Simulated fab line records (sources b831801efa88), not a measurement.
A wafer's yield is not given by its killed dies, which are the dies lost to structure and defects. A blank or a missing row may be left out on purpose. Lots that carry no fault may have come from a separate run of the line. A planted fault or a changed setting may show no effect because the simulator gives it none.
Comparing a struck lot with a sound one || flow sfq_line || 41 steps out of a route of 325
Sound: these wafers, L393.3, L393.5, L393.6. Wafers struck: L395.2, L395.5, L395.6. Last of all comes the cause.
Order at every step that has rows: each side's tool, ch and its chambers, its first start. Under that, the readings that differ: sound wafers || struck wafers || difference of the means || sigmas: that difference in standard deviations of wafers without a fault.
alike: a reading whose means differ by less than 2 such deviations, as well as words and numbers matching on both sides. not compared: withheld readings; readings where some wafer has no value; bounds like >300 that might hide an equal value; numbers whose values overlap and for which the record gives no deviation.
Wherever a step has rows on one side only, a row that says differs or no value, or a row with sigmas, the two part there. Non-overlapping numbers with no deviation appear without sigmas and do not part them. Lack of a reading on every wafer of one side parts them only where that side has two or more wafers.

first, 1 step without rows for these wafers: SFQ_TRILAYER_M2_DEP_PRE_CLEAN_056 (time 22.5 s).
SFQ_TRILAYER_M2_DEP_SPUTTER_055: material Nb, target thk 200 nm, time 133.3 s.
  sound: pvd_sputter-06 at day 18 18:56; struck: pvd_sputter-05 at day 19 05:44
  alike: chamber_pressure_pa, throttle_valve_pct
SFQ_M2_RS_MEAS_914: uses a four-point probe to measure.
  sound: film_metro-03 at day 18 19:04; struck: film_metro-01 at day 19 05:50
  alike: M2_NB_RS
then, 6 steps without rows for these wafers: SFQ_TRILAYER_M2_LITHO_COAT_062 (resist thk 62 nm); SFQ_TRILAYER_M2_LITHO_COAT_057 (resist thk 600 nm); SFQ_TRILAYER_M2_LITHO_SOFTBAKE_061; SFQ_TRILAYER_M2_LITHO_EXPOSE_058 (exposes mask M2, target cd 500 nm); SFQ_TRILAYER_M2_LITHO_PEB_060 (peb time 60 s); SFQ_TRILAYER_M2_LITHO_DEVELOP_059 (time 60 s).
-- the record jumps here: 3 days lie between the struck wafers' starts before and after --
SFQ_M2_OVL_MEAS_916:
  sound: overlay-02 at day 21 10:18; struck: overlay-02 at day 21 22:17
  alike: M2_OVL
SFQ_TRILAYER_M2_BARC_OPEN_METAL_ETCH_077: etches BARC in O2, target depth 125 nm, time 41.7 s.
  sound on rie_metal-02 ch 0,1, day 21 10:26; struck on rie_metal-02 ch 0,1, day 21 22:19
  alike: drypump_motor_current_A, oes_product_au, rf_fwd_power_W, run_length_s
  not compared: rf_hours_counter_h
SFQ_TRILAYER_M2_ETCH_METAL_ETCH_060: etches Nb in Cl2/Ar, stops on SiO2, target depth 240 nm, time 120 s.
  sound on rie_metal-02 ch 0,1, day 21 10:31; struck on rie_metal-02 ch 0,1, day 21 22:23
{"reading": "oes_product_au (a.u.)", "sound": "0.894 0.884 0.893", "struck": "1.009 1.012 1.000", "difference": "+0.117", "sigmas": "+15"}
{"reading": "rf_fwd_power_W (W)", "sound": "598.3 595.2 599.6", "struck": "- - -", "difference": "no value on the struck wafers", "sigmas": ""}
{"reading": "run_length_s (s)", "sound": "148.82 148.28 148.36", "struck": "123.48 123.04 123.05", "difference": -25.30, "sigmas": -94}
{"reading": "model.KrF_of_TRILAYER_M2_LITHO_COAT_057.thk_nm (nm)", "sound": "382.3 385.4 383.3", "struck": "406.4 409.6 411", "difference": "+25.3", "sigmas": ""}
{"reading": "model.M2.feature_depth_nm (nm)", "sound": "198.7 198.1 196.8", "struck": "193.1 192.1 189.9", "difference": -6.2, "sigmas": ""}
{"reading": "model.etch.depth_nm (nm)", "sound": "198.7 198.1 196.8", "struck": "193.1 192.1 189.9", "difference": -6.2, "sigmas": ""}
  alike: drypump_motor_current_A
  not compared: rf_hours_counter_h
SFQ_TRILAYER_M2_STRIP_STRIP_061: strips in O2.
  sound on rie_metal-02 ch 0,1, day 21 10:47; struck on rie_metal-02 ch 0,1, day 21 22:31
  alike: drypump_motor_current_A, oes_product_au
  not compared: rf_hours_counter_h
then, 3 steps without rows for these wafers: SFQ_TRILAYER_M2_STRIP_SOLV_CLEAN_062 (cleans in NMP, time 600 s); SFQ_TRILAYER_I2_DEP_PECVD_063 (deposits SiO2 from SiH4/N2O, time 111.11 s, target thk 500 nm); SFQ_TRILAYER_I2_CMP_CMP_064 (polishes SiO2).
SFQ_I2_BOW_MEAS_917:
  sound: film_metro-01 at day 22 03:12; struck: film_metro-01 at day 22 15:11
  alike: I2_BOW
then, 7 steps without rows for these wafers: SFQ_TRILAYER_I2_METRO_MEASURE_065; SFQ_TRILAYER_I2_VIA_LITHO_COAT_072 (resist thk 62 nm); SFQ_TRILAYER_I2_VIA_LITHO_COAT_067 (resist thk 650 nm); SFQ_TRILAYER_I2_VIA_LITHO_SOFTBAKE_071; SFQ_TRILAYER_I2_VIA_LITHO_EXPOSE_068 (exposes mask I2, target cd 500 nm); SFQ_TRILAYER_I2_VIA_LITHO_PEB_070 (peb time 60 s); SFQ_TRILAYER_I2_VIA_LITHO_DEVELOP_069 (time 60 s).
-- the record jumps here: 4 days lie between the struck wafers' starts before and after --
SFQ_I2_OVL_MEAS_918:
  sound: overlay-02 at day 26 10:17; struck: overlay-02 at day 26 18:41
{"reading": "I2_OVL (nm)", "sound": "5 -8 3", "struck": "-10 -11 -10", "difference": -10, "sigmas": -2}
then, 2 steps without rows for these wafers: SFQ_TRILAYER_I2_VIA_BARC_OPEN_VIA_ETCH_096 (etches BARC in O2, target depth 125 nm, time 41.7 s); SFQ_TRILAYER_I2_VIA_ETCH_VIA_ETCH_070 (etches SiO2 in CHF3, stops on Nb, target depth 260 nm).
SFQ_TRILAYER_I2_VIA_STRIP_STRIP_071: strips in O2.
  sound on rie_metal-01 ch 0,1, day 26 10:40; struck on rie_metal-02 ch 0,1, day 26 18:52
{"reading": "drypump_motor_current_A (A)", "sound": "5.1 5.2 5.1", "struck": "6.0 6.0 5.8", "difference": "+0.8", "sigmas": "+2"}
  alike: oes_product_au
  not compared: rf_hours_counter_h
then, 3 steps without rows for these wafers: SFQ_TRILAYER_I2_VIA_STRIP_SOLV_CLEAN_072 (cleans in NMP, time 600 s); SFQ_TRILAYER_M3_DEP_PRE_CLEAN_074 (time 22.5 s); SFQ_TRILAYER_M3_DEP_SPUTTER_073 (material Nb, target thk 200 nm, time 133.3 s).
SFQ_M3_RS_MEAS_919: uses a four-point probe to measure.
  sound: film_metro-04 at day 26 11:24; struck: film_metro-01 at day 26 19:47
  alike: M3_NB_RS
then, 6 steps without rows for these wafers: SFQ_TRILAYER_M3_LITHO_COAT_080 (resist thk 62 nm); SFQ_TRILAYER_M3_LITHO_COAT_075 (resist thk 600 nm); SFQ_TRILAYER_M3_LITHO_SOFTBAKE_079; SFQ_TRILAYER_M3_LITHO_EXPOSE_076 (exposes mask M3, target cd 500 nm); SFQ_TRILAYER_M3_LITHO_PEB_078 (peb time 60 s); SFQ_TRILAYER_M3_LITHO_DEVELOP_077 (time 60 s).
-- the record jumps here: 4 days lie between the struck wafers' starts before and after --
SFQ_M3_OVL_MEAS_921:
  sound: overlay-01 at day 30 14:11; struck: overlay-01 at day 30 21:23
  alike: M3_OVL
SFQ_TRILAYER_M3_BARC_OPEN_METAL_ETCH_100: etches BARC in O2, target depth 125 nm, time 41.7 s.
  sound on rie_metal-03 ch 0,1, day 30 14:14; struck on rie_metal-03 ch 0,1, day 30 21:25
  alike: drypump_motor_current_A, oes_product_au, rf_fwd_power_W, run_length_s
  not compared: rf_hours_counter_h
-- the record jumps here: 49 days lie between the struck wafers' starts before and after --
SFQ_M8_BOW_MEAS_951:
  sound: film_metro-01 at day 79 07:04; struck: film_metro-03 at day 79 11:50
{"reading": "model.etest.m2.comb_log10_ohm", "sound": "12 12 12", "struck": "0 0 0", "difference": -12, "sigmas": ""}
  alike: M8_BOW

WHERE THEY PART
At SFQ_TRILAYER_M2_ETCH_METAL_ETCH_060 first; at SFQ_TRILAYER_I2_VIA_STRIP_STRIP_071 last (within this record only). Later steps at which nothing parts them and some readings are alike: SFQ_M3_RS_MEAS_919, SFQ_M3_OVL_MEAS_921, SFQ_TRILAYER_M3_BARC_OPEN_METAL_ETCH_100, SFQ_M8_BOW_MEAS_951.

WHY: the cause the simulator had injected
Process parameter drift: rie_metal-02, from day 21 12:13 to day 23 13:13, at SFQ_TRILAYER_M2_ETCH_METAL_ETCH_060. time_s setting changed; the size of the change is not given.
